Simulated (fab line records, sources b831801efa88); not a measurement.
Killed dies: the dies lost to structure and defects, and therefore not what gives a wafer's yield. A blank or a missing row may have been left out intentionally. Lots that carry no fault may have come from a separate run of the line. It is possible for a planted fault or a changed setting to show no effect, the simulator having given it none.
Chamber matching || flow sky130 || SKY_CONTACT_CMP_04 on cmp-01: 4 sister chambers
The step polishes SiO2. 8 wafers are shown with their chamber, then 8 later ones without.

== WAFERS, EACH WITH ITS CHAMBER ==
{"wafer": "L948.5", "chamber": 2, "motor current A (A)": 11.0, "time to endpoint s (s)": 82}
{"wafer": "L958.1", "chamber": 0, "motor current A (A)": 10.7, "time to endpoint s (s)": 87}
{"wafer": "L958.4", "chamber": 1, "motor current A (A)": 10.9, "time to endpoint s (s)": 87}
{"wafer": "L958.6", "chamber": 3, "motor current A (A)": 10.3, "time to endpoint s (s)": 83}
{"wafer": "L959.1", "chamber": 3, "motor current A (A)": 10.9, "time to endpoint s (s)": 82}
{"wafer": "L959.2", "chamber": 1, "motor current A (A)": 11.4, "time to endpoint s (s)": 89}
{"wafer": "L959.4", "chamber": 2, "motor current A (A)": 10.8, "time to endpoint s (s)": 86}
{"wafer": "L960.2", "chamber": 0, "motor current A (A)": 11.4, "time to endpoint s (s)": 83}

== WAFERS MISSING THEIR CHAMBER ==
{"wafer": "L960.4", "motor current A (A)": 11.1, "time to endpoint s (s)": 77}
{"wafer": "L960.5", "motor current A (A)": 10.9, "time to endpoint s (s)": 91}
{"wafer": "L963.2", "motor current A (A)": 11.1, "time to endpoint s (s)": 85}
{"wafer": "L963.3", "motor current A (A)": 11.1, "time to endpoint s (s)": 79}
{"wafer": "L963.6", "motor current A (A)": 11.2, "time to endpoint s (s)": 87}
{"wafer": "L967.2", "motor current A (A)": 10.5, "time to endpoint s (s)": 79}
{"wafer": "L967.3", "motor current A (A)": 11.5, "time to endpoint s (s)": 84}
{"wafer": "L967.6", "motor current A (A)": 11.1, "time to endpoint s (s)": 83}

== WHICH CHAMBER EACH ONE RAN IN ==
{"wafer": "L960.4", "from the rows above": "can't be placed: 3 or 2 or 0", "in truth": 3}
{"wafer": "L960.5", "from the rows above": "can't be placed: 1 or 0 or 2", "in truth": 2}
{"wafer": "L963.2", "from the rows above": "can't be placed: 0 or 2 or 1 or 3", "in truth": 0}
{"wafer": "L963.3", "from the rows above": "can't be placed: 3 or 2 or 0", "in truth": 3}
{"wafer": "L963.6", "from the rows above": "can't be placed: 1 or 0 or 2", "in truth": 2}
{"wafer": "L967.2", "from the rows above": "can't be placed: 3 or 2 or 0", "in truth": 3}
{"wafer": "L967.3", "from the rows above": "can't be placed: 0 or 2 or 1 or 3", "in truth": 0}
{"wafer": "L967.6", "from the rows above": "can't be placed: 2 or 0 or 3 or 1", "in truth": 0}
Placed correctly: 0 of 8. Can't be placed from these rows: 8 (the true chamber is among the candidates in 8). Placed wrongly: 0.
How it was worked out, from the rows above alone: a wafer's distance from a chamber is the root of the sum, over the readings, of the square of ((its reading less the chamber's mean) divided by the reading's scatter). If the next closest chamber is less than 2 further off than the closest, the wafer can't be placed; otherwise it belongs to the closest. A chamber's mean is the mean of its shown wafers. The scatter: the root of (the sum of the squares of (reading less its chamber's mean) over the shown wafers, divided by (wafers less chambers)).
